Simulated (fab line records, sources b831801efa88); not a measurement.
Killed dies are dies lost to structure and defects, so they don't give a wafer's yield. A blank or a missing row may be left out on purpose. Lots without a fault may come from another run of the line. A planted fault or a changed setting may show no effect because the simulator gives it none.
A struck lot beside a sound one | flow sky130 | 15 steps out of a route of 708
Sound: wafers L940.1, L940.4, L940.6. Struck: wafers L946.2, L946.3, L946.4. The cause comes at the end.
At each step with rows: each side's tool, then ch and its chambers, then its first start. Under that, the readings that differ: sound wafers | struck wafers | difference of the means | sigmas: that difference in standard deviations of wafers without a fault.
alike: readings whose means differ by less than 2 such deviations, and words and numbers that are the same on both sides. not compared: withheld readings, readings that some wafer has no value for, bounds like >300 that may hide the same value, and numbers for which the record gives no deviation and whose values overlap.
The two part at a step that has a row with sigmas, a row that says differs or no value, or rows on one side only. Numbers that don't overlap but have no deviation are shown without sigmas and don't part them. A reading that every wafer of one side lacks parts them only if that side has two wafers or more.

first, 5 steps without rows for these wafers: SKY_SONOS_TUNNEL_COAT_02 (resist thk 1140 nm); SKY_SONOS_TUNNEL_SOFTBAKE_03 (time 60 s); SKY_SONOS_TUNNEL_EXPOSE_04 (exposes mask TUNM, target cd 410 nm); SKY_SONOS_TUNNEL_PEB_05; SKY_SONOS_TUNNEL_DEVELOP_06 (develop time 60 s).
SKY_SONOS_TUNNEL_CD_MEAS_07: target cd 410 nm.
  sound on cd_sem-02, day 12 06:07; struck on cd_sem-01, day 14 07:50
  reading    | sound             | struck            | difference | sigmas
  cd_nm (nm) | 406.2 406.3 406.7 | 410.5 411.7 411.2 | +4.7       | +2
SKY_SONOS_TUNNEL_OVL_MEAS_08:
  sound on overlay-02, day 12 06:14; struck on overlay-02, day 14 07:56
  alike: SONOS_TUNNEL_OVL
then, 3 steps without rows for these wafers: SKY_SONOS_TUNNEL_IMPLANT_09; SKY_SONOS_TUNNEL_WET_ETCH_10 (etches SiO2 in dHF, target depth 14 nm, time 280 s); SKY_SONOS_TUNNEL_STRIP_11 (strips in SPM, time 600 s).
SKY_SONOS_TUNNEL_TW_MEAS_12:
  sound on film_metro-03, day 12 06:41; struck on film_metro-01, day 14 08:23
  alike: SONOS_TUNNEL_TW
then, 1 step without rows for these wafers: SKY_SONOS_TUNNEL_CLEAN_13 (cleans in dHF, time 20 s).
SKY_SONOS_ONO_OXIDATION_00: stabilise 600 s, purge 300 s, target thk 2.6 nm.
  sound on furnace-01 ch 0, day 12 10:10; struck on furnace-01 ch 0, day 14 09:31
  reading                                          | sound             | struck            | difference | sigmas
  spike_tc_centre_C (C)                            | 799.5 799.9 801.9 | 796.7 796.1 796.7 | -3.9       | -2
  spike_tc_upper_C (C)                             | 798.8 799.7 800.0 | 820.8 819.6 819.4 | +20.4      | +19
  zone_power_centre_pct (%)                        | 16.0 16.2 16.4    | 12.9 13.1 12.9    | -3.2       | -4
  zone_power_top_pct (%)                           | 26.93 26.95 26.53 | 22.85 23.32 23.18 | -3.69      | -14
  zone_power_upper_pct (%)                         | 15.5 15.3 15.5    | 22.7 22.4 22.4    | +7.1       | +6
  model.SiO2_of_SONOS_ONO_OXIDATION_00.thk_nm (nm) | 2.577 2.559 2.559 | 2.587 2.619 2.627 | +0.046     |
  alike: spike_tc_top_C, tube_center_temp_C_max
SKY_SONOS_ONO_THK_MEAS_01:
  sound on film_metro-03, day 12 11:31; struck on film_metro-04, day 14 10:52
  alike: SONOS_ONO_OXIDATION_THK
-- the record jumps here: 34 days lie between the struck wafers' starts before and after (it left off in module SONOS_ONO and takes up again in module PAD_OPEN, whose first step shown is number 708 of the route) --
SKY_PAD_OPEN_PROBE_99:
  sound on prober-02, day 47 01:57; struck on prober-01, day 48 04:29
  reading                              | sound               | struck               | difference | sigmas
  model.etest.cap_ono.gate_log10_a_cm2 | -8.191 -8.24 -8.224 | -7.994 -8.068 -8.041 | +0.184     |
  model.etest.cap_ono.tox_acc_nm (nm)  | 13.07 13.16 13.1    | 12.95 12.98 12.98    | -0.14      |
  alike: killed_at_M0_to_M3, killed_at_M4_up, killed_at_contacts, killed_at_front_end, killed_at_other, killed_dies, killed_open, killed_short
  not compared: model.etest.sonos_erased.vt_v, model.etest.sonos_baked.vt_less_v

WHERE THEY PART
First at SKY_SONOS_TUNNEL_CD_MEAS_07; last, within this record, at SKY_SONOS_ONO_OXIDATION_00. Later steps at which nothing parts them and some readings are alike: SKY_SONOS_ONO_THK_MEAS_01, SKY_PAD_OPEN_PROBE_99.

WHY: what the simulator had put in
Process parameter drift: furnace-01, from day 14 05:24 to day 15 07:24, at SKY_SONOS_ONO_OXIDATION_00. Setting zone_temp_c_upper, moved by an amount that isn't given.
